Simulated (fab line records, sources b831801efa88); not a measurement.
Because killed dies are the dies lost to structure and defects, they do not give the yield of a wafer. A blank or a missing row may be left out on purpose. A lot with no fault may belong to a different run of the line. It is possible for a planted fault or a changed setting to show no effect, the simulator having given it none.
fab line records	flow sky130
record: lots: 24	wafers: 72	last_day: 50
route steps=708 shown LOCAL_INTERCONNECT@387 CONTACT@406 METAL2@483 VIA2@527 METAL3@564 VIA4@642
lots with no fault: from the same line, run without faults
start_h: the number of hours between the record's first day and the start of the first shown wafer of the lot	wait_h: time in hours since the lot's previous step	" the same as in the row above	L1.1+2: several wafers, shown together as one row	- no value, or no start was given	* or withheld: withheld	< > ~ a bound
route shown NAME@n: NAME is a module with steps in the file, n the number in the route of the first one	usual: mean/standard deviation taken from wafers without a fault	same: alike in all rows	chamber/n: place in a boat	sites: the reading at each site	_std_site: standard deviation of those values	_edge_site: inner sites' mean taken away from outer sites' mean	radius_mm: for every site, how far away it sits from the centre of the wafer	mask NAME#n: copy n	behind: the last tool/chamber to shape the wafer	hold: what put the lot on hold/how long, in hours/how the hold closed	device: whichever transistor did not switch (one of n, p or np)	end of line: tests run on the same wafers once the route is complete	a step given without rows: its recipe and nothing more	killed: dies lost to structure and defects at the first sort, not the wafer's yield	map: shows each die of a wafer: x if killed, . if not, _ if none is there
set.NAME: setting as actually run; set.NAME@STEP: the setting as run at that earlier step	model.NAME: the simulator's own value behind a step, which no gauge read
steps of the route over a sample of lots; a table a step, a row a wafer
services: when a tool's chamber went out of use (start_h, in hours from the record's first day, below 0 if earlier), for how many hours, and the reason
== steps ==
step: SKY_LOCAL_INTERCONNECT_SPUTTER_00
recipe: material: TiN	target_thk_nm: 100	temp_c: 300	power_w: 6500	time_s: 83.3	chamber_pressure_pa: 0.4
usual: throttle_valve_pct: 29.6/0.92
lot.wafer	tool	chamber	start_h	wait_h	throttle_valve_pct
L074.2	pvd_sputter-04	-	671.24	0.2	30.4
L074.3	"	-	"	"	29.9
L074.4	"	-	"	"	30.2
L075.3	pvd_sputter-01	-	680.33	0.2	29.5
L075.4	"	-	"	"	29.4
L075.5	"	-	"	"	29.5
L076.1	pvd_sputter-01	-	687.88	0.1	29.5
L076.2	"	-	"	"	29.0
L076.6	"	-	"	"	29.4
L077.1	pvd_sputter-04	-	693.40	0.1	30.1
L077.5	"	-	"	"	30.1
L077.6	"	-	"	"	27.3
L078.1	pvd_sputter-01	-	702.07	0.2	29.3
L078.2	"	-	"	"	29.8
L078.3	"	-	"	"	29.6
L079.2	pvd_sputter-02	-	746.24	0.1	30.2
L079.5	"	-	"	"	29.2
L079.6	"	-	"	"	29.2
L080.1	pvd_sputter-01	-	747.94	0.2	29.4
L080.3	"	-	"	"	30.6
L080.4	"	-	"	"	29.7
L081.1	pvd_sputter-04	-	748.29	0.2	30.1
L081.3	"	-	"	"	30.9
L081.4	"	-	"	"	30.2
L082.2	pvd_sputter-02	-	750.88	0.2	29.4
L082.5	"	-	"	"	30.4
L082.6	"	-	"	"	29.2
L084.1	pvd_sputter-01	-	754.63	0.1	30.0
L084.3	"	-	"	"	29.2
L084.6	"	-	"	"	29.2
L083.1	pvd_sputter-02	-	757.37	0.2	30.4
L083.3	"	-	"	"	29.5
L083.6	"	-	"	"	29.2
L086.1	pvd_sputter-01	-	771.68	0.1	29.6
L086.2	"	-	"	"	29.0
L086.6	"	-	"	"	29.7
L085.4	pvd_sputter-04	-	777.72	0.2	30.4
L085.5	"	-	"	"	30.1
L085.6	"	-	"	"	30.6
L087.2	pvd_sputter-04	-	781.28	0.2	29.9
L087.4	"	-	"	"	30.5
L087.5	"	-	"	"	30.3
L088.1	pvd_sputter-02	-	797.87	0.2	30.0
L088.4	"	-	"	"	29.4
L088.5	"	-	"	"	29.0
L089.2	pvd_sputter-04	-	821.49	0.2	30.4
L089.5	"	-	"	"	30.9
L089.6	"	-	"	"	29.9
L092.3	pvd_sputter-02	-	833.57	0.1	29.4
L092.4	"	-	"	"	29.2
L092.5	"	-	"	"	30.3
L091.1	pvd_sputter-01	-	833.74	0.1	29.7
L091.3	"	-	"	"	30.7
L091.5	"	-	"	"	30.9
L090.1	pvd_sputter-02	-	834.42	0.1	29.2
L090.5	"	-	"	"	29.5
L090.6	"	-	"	"	29.5
L093.2	pvd_sputter-01	-	845.27	0.2	29.3
L093.3	"	-	"	"	29.4
L093.4	"	-	"	"	30.7
L094.1	pvd_sputter-04	-	849.89	0.2	30.8
L094.4	"	-	"	"	27.1
L094.5	"	-	"	"	29.8
L095.3	pvd_sputter-04	-	858.12	0.2	30.7
L095.4	"	-	"	"	30.2
L095.5	"	-	"	"	27.1
L096.1	pvd_sputter-04	-	858.83	0.1	30.0
L096.3	"	-	"	"	30.6
L096.5	"	-	"	"	29.9
L097.1	pvd_sputter-04	-	879.03	0.1	30.0
L097.2	"	-	"	"	30.8
L097.3	"	-	"	"	29.7
step: SKY_CONTACT_CVD_00
recipe: material: Si3N4	target_thk_nm: 75	temp_c: 400	time_s: withheld	rf_w: 450
usual: heater_power_w: 711/100
lot.wafer	tool	chamber	start_h	wait_h	heater_power_w
L074.2	pecvd-03	0	698.82	0.0	808
L074.3	"	1	"	"	494
L074.4	"	0	"	"	655
L075.3	pecvd-02	1	709.23	0.0	719
L075.4	"	1	"	"	727
L075.5	"	2	"	"	864
L076.1	pecvd-01	2	716.30	0.0	703
L076.2	"	1	"	"	694
L076.6	"	1	"	"	712
L077.1	pecvd-02	0	721.92	0.0	631
L077.5	"	2	"	"	896
L077.6	"	1	"	"	792
L078.1	pecvd-03	1	730.57	0.0	488
L078.2	"	2	"	"	852
L078.3	"	2	"	"	862
L079.2	pecvd-02	2	773.37	0.0	836
L079.5	"	1	"	"	807
L079.6	"	0	"	"	609
L080.1	pecvd-03	0	775.42	0.0	706
L080.3	"	2	"	"	761
L080.4	"	1	"	"	530
L081.1	pecvd-02	2	776.72	0.0	821
L081.3	"	0	"	"	608
L081.4	"	0	"	"	595
L082.2	pecvd-03	0	778.84	0.0	807
L082.5	"	2	"	"	743
L082.6	"	0	"	"	659
L084.1	pecvd-03	2	782.48	0.0	791
L084.3	"	0	"	"	784
L084.6	"	1	"	"	471
L083.1	pecvd-02	1	785.69	0.0	743
L083.3	"	2	"	"	814
L083.6	"	1	"	"	731
L086.1	pecvd-02	0	799.13	0.0	717
L086.2	"	2	"	"	871
L086.6	"	1	"	"	724
L085.4	pecvd-03	2	805.36	0.0	863
L085.5	"	0	"	"	794
L085.6	"	1	"	"	472
L087.2	pecvd-01	2	808.66	0.0	638
L087.4	"	1	"	"	687
L087.5	"	2	"	"	660
L088.1	pecvd-03	0	825.17	0.0	822
L088.4	"	0	"	"	800
L088.5	"	1	"	"	552
L089.2	pecvd-01	2	848.39	0.0	664
L089.5	"	1	"	"	709
L089.6	"	2	"	"	691
L092.3	pecvd-01	2	860.02	0.0	670
L092.4	"	2	"	"	636
L092.5	"	1	"	"	675
L091.1	pecvd-03	2	860.35	0.0	787
L091.3	"	0	"	"	773
L091.5	"	2	"	"	811
L090.1	pecvd-01	0	860.88	0.0	687
L090.5	"	0	"	"	691
L090.6	"	1	"	"	640
L093.2	pecvd-01	1	871.55	0.0	719
L093.3	"	0	"	"	640
L093.4	"	0	"	"	648
L094.1	pecvd-02	0	876.83	0.0	639
L094.4	"	0	"	"	662
L094.5	"	1	"	"	781
L095.3	pecvd-03	0	884.98	0.0	771
L095.4	"	0	"	"	796
L095.5	"	1	"	"	588
L096.1	pecvd-01	0	885.56	0.0	685
L096.3	"	1	"	"	720
L096.5	"	2	"	"	652
L097.1	pecvd-02	0	905.95	0.0	654
L097.2	"	2	"	"	825
L097.3	"	1	"	"	794
step: SKY_METAL2_SPUTTER_00
recipe: material: Ti	target_thk_nm: 15	power_w: 3000	time_s: 10	chamber_pressure_pa: 0.4
usual: throttle_valve_pct: 29.6/0.89
lot.wafer	tool	chamber	start_h	wait_h	throttle_valve_pct
L074.2	pvd_sputter-02	-	784.11	0.2	29.3
L074.3	"	-	"	"	29.1
L074.4	"	-	"	"	29.3
L075.3	pvd_sputter-01	-	795.98	0.2	30.5
L075.4	"	-	"	"	29.5
L075.5	"	-	"	"	29.1
L076.1	pvd_sputter-02	-	802.02	0.2	29.4
L076.2	"	-	"	"	30.1
L076.6	"	-	"	"	29.1
L077.1	pvd_sputter-02	-	808.50	0.1	29.1
L077.5	"	-	"	"	29.2
L077.6	"	-	"	"	30.0
L078.1	pvd_sputter-01	-	814.85	0.2	30.8
L078.2	"	-	"	"	29.6
L078.3	"	-	"	"	29.7
L079.2	pvd_sputter-01	-	858.63	0.2	29.2
L079.5	"	-	"	"	29.0
L079.6	"	-	"	"	30.8
L080.1	pvd_sputter-02	-	859.29	0.2	29.9
L080.3	"	-	"	"	29.3
L080.4	"	-	"	"	29.1
L081.1	pvd_sputter-01	-	860.40	0.1	30.7
L081.3	"	-	"	"	29.8
L081.4	"	-	"	"	29.1
L082.2	pvd_sputter-04	-	862.78	0.1	30.6
L082.5	"	-	"	"	29.8
L082.6	"	-	"	"	30.1
L084.1	pvd_sputter-04	-	864.94	0.2	27.3
L084.3	"	-	"	"	30.0
L084.6	"	-	"	"	31.0
L083.1	pvd_sputter-02	-	870.14	0.2	29.2
L083.3	"	-	"	"	29.5
L083.6	"	-	"	"	29.3
L086.1	pvd_sputter-04	-	882.09	0.2	30.3
L086.2	"	-	"	"	30.5
L086.6	"	-	"	"	30.7
L085.4	pvd_sputter-02	-	888.75	0.2	29.3
L085.5	"	-	"	"	30.7
L085.6	"	-	"	"	29.7
L087.2	pvd_sputter-04	-	890.77	0.2	30.1
L087.4	"	-	"	"	30.1
L087.5	"	-	"	"	30.9
L088.1	pvd_sputter-04	-	907.22	0.1	30.8
L088.4	"	-	"	"	30.3
L088.5	"	-	"	"	30.3
L089.2	pvd_sputter-02	-	929.08	0.2	30.0
L089.5	"	-	"	"	29.6
L089.6	"	-	"	"	30.2
L092.3	pvd_sputter-02	-	940.56	0.1	29.1
L092.4	"	-	"	"	29.1
L092.5	"	-	"	"	30.3
L091.1	pvd_sputter-02	-	941.22	0.2	29.1
L091.3	"	-	"	"	29.4
L091.5	"	-	"	"	29.3
L090.1	pvd_sputter-01	-	941.58	0.1	30.7
L090.5	"	-	"	"	29.2
L090.6	"	-	"	"	30.6
L093.2	pvd_sputter-04	-	952.83	0.2	27.1
L093.3	"	-	"	"	30.2
L093.4	"	-	"	"	30.2
L094.1	pvd_sputter-02	-	956.16	0.1	29.5
L094.4	"	-	"	"	29.0
L094.5	"	-	"	"	29.2
L095.3	pvd_sputter-04	-	965.01	0.2	29.9
L095.4	"	-	"	"	30.8
L095.5	"	-	"	"	27.2
L096.1	pvd_sputter-02	-	965.49	0.2	29.4
L096.3	"	-	"	"	29.3
L096.5	"	-	"	"	29.5
L097.1	pvd_sputter-04	-	984.68	0.2	29.8
L097.2	"	-	"	"	30.2
L097.3	"	-	"	"	30.5
step: SKY_VIA2_SPUTTER_20
recipe: material: TiN	target_thk_nm: 20	chamber_pressure_pa: 5	power_w: 4000	time_s: 80
usual: throttle_valve_pct: 29.7/1.3
lot.wafer	tool	chamber	start_h	wait_h	throttle_valve_pct
L074.2	pvd_sputter-03	-	839.57	0.0	29.6
L074.3	"	-	"	"	32.0
L074.4	"	-	"	"	30.0
L075.3	pvd_sputter-03	-	849.62	0.0	29.4
L075.4	"	-	"	"	30.0
L075.5	"	-	"	"	32.1
L076.1	pvd_sputter-04	-	855.86	0.0	30.1
L076.2	"	-	"	"	30.0
L076.6	"	-	"	"	30.0
L077.1	pvd_sputter-03	-	862.81	0.0	27.9
L077.5	"	-	"	"	30.1
L077.6	"	-	"	"	28.0
L078.1	pvd_sputter-04	-	869.88	0.0	27.2
L078.2	"	-	"	"	30.7
L078.3	"	-	"	"	30.2
L079.2	pvd_sputter-03	-	912.19	0.0	31.8
L079.5	"	-	"	"	29.5
L079.6	"	-	"	"	29.7
L080.1	pvd_sputter-02	-	913.06	0.0	29.2
L080.3	"	-	"	"	29.3
L080.4	"	-	"	"	30.0
L081.1	pvd_sputter-02	-	913.58	0.0	29.3
L081.3	"	-	"	"	29.3
L081.4	"	-	"	"	29.2
L082.2	pvd_sputter-02	-	916.24	0.0	29.1
L082.5	"	-	"	"	29.4
L082.6	"	-	"	"	29.3
L084.1	pvd_sputter-04	-	918.06	0.0	27.2
L084.3	"	-	"	"	29.9
L084.6	"	-	"	"	30.8
L083.1	pvd_sputter-04	-	923.20	0.0	30.6
L083.3	"	-	"	"	30.0
L083.6	"	-	"	"	30.9
L086.1	pvd_sputter-04	-	934.97	0.0	30.8
L086.2	"	-	"	"	30.1
L086.6	"	-	"	"	30.0
L085.4	pvd_sputter-03	-	941.45	0.0	32.0
L085.5	"	-	"	"	30.2
L085.6	"	-	"	"	27.9
L087.2	pvd_sputter-02	-	942.14	0.0	30.1
L087.4	"	-	"	"	29.2
L087.5	"	-	"	"	30.1
L088.1	pvd_sputter-03	-	959.87	0.0	32.0
L088.4	"	-	"	"	32.0
L088.5	"	-	"	"	29.5
L089.2	pvd_sputter-02	-	978.42	0.0	29.4
L089.5	"	-	"	"	29.2
L089.6	"	-	"	"	29.4
L092.3	pvd_sputter-03	-	990.73	0.0	28.0
L092.4	"	-	"	"	31.8
L092.5	"	-	"	"	29.4
L091.1	pvd_sputter-03	-	991.51	0.0	27.7
L091.3	"	-	"	"	31.6
L091.5	"	-	"	"	29.5
L090.1	pvd_sputter-03	-	992.09	0.0	30.2
L090.5	"	-	"	"	28.0
L090.6	"	-	"	"	30.1
L093.2	pvd_sputter-03	-	1000.02	0.0	32.0
L093.3	"	-	"	"	27.9
L093.4	"	-	"	"	29.5
L094.1	pvd_sputter-03	-	1004.42	0.0	27.9
L094.4	"	-	"	"	29.3
L094.5	"	-	"	"	27.7
L095.3	pvd_sputter-03	-	1015.26	0.0	30.3
L095.4	"	-	"	"	29.7
L095.5	"	-	"	"	27.7
L096.1	pvd_sputter-04	-	1015.58	0.0	30.2
L096.3	"	-	"	"	29.9
L096.5	"	-	"	"	30.0
L097.1	pvd_sputter-03	-	1032.61	0.0	29.2
L097.2	"	-	"	"	27.5
L097.3	"	-	"	"	32.5
step: SKY_METAL3_OVL_MEAS_14
usual: METAL3_OVL: 4/4.9
lot.wafer	tool	chamber	start_h	wait_h	METAL3_OVL[nm]
L074.2	overlay-01	-	892.42	0.1	-1
L074.3	"	-	"	"	-1
L074.4	"	-	"	"	3
L075.3	overlay-02	-	901.29	0.1	-12
L075.4	"	-	"	"	-8
L075.5	"	-	"	"	-4
L076.1	overlay-02	-	908.49	0.1	1
L076.2	"	-	"	"	6
L076.6	"	-	"	"	6
L077.1	overlay-02	-	915.27	0.1	6
L077.5	"	-	"	"	-4
L077.6	"	-	"	"	-3
L078.1	overlay-02	-	921.27	0.1	-3
L078.2	"	-	"	"	7
L078.3	"	-	"	"	2
L079.2	overlay-02	-	962.84	0.1	10
L079.5	"	-	"	"	13
L079.6	"	-	"	"	18
L080.1	overlay-02	-	963.69	0.1	-3
L080.3	"	-	"	"	-3
L080.4	"	-	"	"	-3
L081.1	overlay-02	-	963.98	0.1	2
L081.3	"	-	"	"	3
L081.4	"	-	"	"	7
L082.2	overlay-01	-	965.80	0.1	2
L082.5	"	-	"	"	-2
L082.6	"	-	"	"	-2
L084.1	overlay-02	-	968.33	0.1	3
L084.3	"	-	"	"	5
L084.6	"	-	"	"	-7
L083.1	overlay-01	-	973.69	0.1	5
L083.3	"	-	"	"	8
L083.6	"	-	"	"	5
L086.1	overlay-02	-	984.88	0.1	6
L086.2	"	-	"	"	7
L086.6	"	-	"	"	12
L085.4	overlay-02	-	990.66	0.1	11
L085.5	"	-	"	"	11
L085.6	"	-	"	"	9
L087.2	overlay-02	-	991.49	0.1	0
L087.4	"	-	"	"	7
L087.5	"	-	"	"	6
L088.1	overlay-01	-	1008.43	0.1	8
L088.4	"	-	"	"	-1
L088.5	"	-	"	"	2
L089.2	overlay-02	-	1022.86	0.1	7
L089.5	"	-	"	"	2
L089.6	"	-	"	"	10
L092.3	overlay-02	-	1038.93	0.1	8
L092.4	"	-	"	"	1
L092.5	"	-	"	"	4
L091.1	overlay-01	-	1039.98	0.1	12
L091.3	"	-	"	"	13
L091.5	"	-	"	"	8
L090.1	overlay-02	-	1040.35	0.1	1
L090.5	"	-	"	"	13
L090.6	"	-	"	"	0
L093.2	overlay-02	-	1046.74	0.1	5
L093.3	"	-	"	"	9
L093.4	"	-	"	"	2
L094.1	overlay-01	-	1049.85	0.1	12
L094.4	"	-	"	"	7
L094.5	"	-	"	"	12
L095.3	overlay-01	-	1060.96	0.1	3
L095.4	"	-	"	"	5
L095.5	"	-	"	"	2
L096.1	overlay-02	-	1061.73	0.1	8
L096.3	"	-	"	"	3
L096.5	"	-	"	"	4
L097.1	overlay-02	-	1076.72	0.1	-1
L097.2	"	-	"	"	2
L097.3	"	-	"	"	0
step: SKY_VIA4_BOW_MEAS_03
recipe: mode: bow
usual: VIA4_BOW: 80/7.1
lot.wafer	tool	chamber	start_h	wait_h	VIA4_BOW[um]
L074.2	film_metro-01	-	970.80	0.1	77
L074.3	"	-	"	"	70
L074.4	"	-	"	"	74
L075.3	film_metro-04	-	977.22	0.1	68
L075.4	"	-	"	"	87
L075.5	"	-	"	"	77
L076.1	film_metro-03	-	990.69	0.2	86
L076.2	"	-	"	"	81
L076.6	"	-	"	"	78
L077.1	film_metro-04	-	995.18	0.1	85
L077.5	"	-	"	"	80
L077.6	"	-	"	"	85
L078.1	film_metro-01	-	998.61	0.2	88
L078.2	"	-	"	"	79
L078.3	"	-	"	"	78
L079.2	film_metro-03	-	1039.06	0.1	72
L079.5	"	-	"	"	90
L079.6	"	-	"	"	91
L081.1	film_metro-04	-	1040.03	0.2	75
L081.3	"	-	"	"	82
L081.4	"	-	"	"	89
L080.1	film_metro-01	-	1040.10	0.1	79
L080.3	"	-	"	"	69
L080.4	"	-	"	"	70
L082.2	film_metro-01	-	1041.71	0.3	86
L082.5	"	-	"	"	75
L082.6	"	-	"	"	88
L084.1	film_metro-01	-	1042.30	0.2	73
L084.3	"	-	"	"	87
L084.6	"	-	"	"	83
L083.1	film_metro-03	-	1045.96	0.1	77
L083.3	"	-	"	"	90
L083.6	"	-	"	"	83
L086.1	film_metro-03	-	1058.20	0.2	83
L086.2	"	-	"	"	95
L086.6	"	-	"	"	92
L085.4	film_metro-01	-	1064.36	0.3	78
L085.5	"	-	"	"	71
L085.6	"	-	"	"	71
L087.2	film_metro-03	-	1065.56	0.1	84
L087.4	"	-	"	"	80
L087.5	"	-	"	"	86
L088.1	film_metro-04	-	1079.78	0.1	78
L088.4	"	-	"	"	76
L088.5	"	-	"	"	82
L089.2	film_metro-01	-	1092.80	0.1	71
L089.5	"	-	"	"	68
L089.6	"	-	"	"	77
L092.3	film_metro-03	-	1106.76	0.1	77
L092.4	"	-	"	"	73
L092.5	"	-	"	"	69
L091.1	film_metro-04	-	1108.48	0.2	71
L091.3	"	-	"	"	84
L091.5	"	-	"	"	73
L090.1	film_metro-03	-	1109.15	0.1	85
L090.5	"	-	"	"	75
L090.6	"	-	"	"	91
L093.2	film_metro-04	-	1114.44	0.2	83
L093.3	"	-	"	"	79
L093.4	"	-	"	"	82
L094.1	film_metro-01	-	1115.43	0.1	74
L094.4	"	-	"	"	76
L094.5	"	-	"	"	62
L095.3	film_metro-04	-	1127.48	0.2	80
L095.4	"	-	"	"	79
L095.5	"	-	"	"	79
L096.1	film_metro-04	-	1129.53	0.1	77
L096.3	"	-	"	"	68
L096.5	"	-	"	"	79
L097.1	film_metro-04	-	1140.89	0.1	83
L097.2	"	-	"	"	71
L097.3	"	-	"	"	77
== services ==
tool	chamber	start_h	hours	kind
pvd_sputter-04	1	656.90	-	consumable_replace:kit
pvd_sputter-04	1	656.90	18.0	scheduled_down
pvd_sputter-02	-	714.69	1.1	repair
pecvd-03	0	717.27	19.4	repair
pecvd-02	-	744.13	0.8	repair
pvd_sputter-04	-	757.59	7.3	repair
pecvd-02	-	770.78	2.1	repair
pecvd-01	-	791.44	2.8	pm
pecvd-01	-	796.83	1.6	repair
pvd_sputter-04	-	799.92	4.6	repair
pecvd-03	-	830.95	2.8	pm
pvd_sputter-01	-	837.86	1.5	repair
pvd_sputter-02	-	850.07	1.9	repair
pecvd-01	-	879.53	0.6	repair
pvd_sputter-04	-	925.17	3.5	repair
pecvd-03	2	949.62	11.2	repair
pvd_sputter-02	-	952.47	1.6	repair
pvd_sputter-03	-	969.74	1.6	repair
pecvd-03	0	990.29	23.7	repair
pecvd-03	-	994.11	6.0	pm
pvd_sputter-01	-	1020.04	27.1	repair
pecvd-02	-	1021.17	2.2	repair
pecvd-03	-	1025.02	1.1	repair
pvd_sputter-03	-	1025.82	4.5	repair
== key ==
fault none
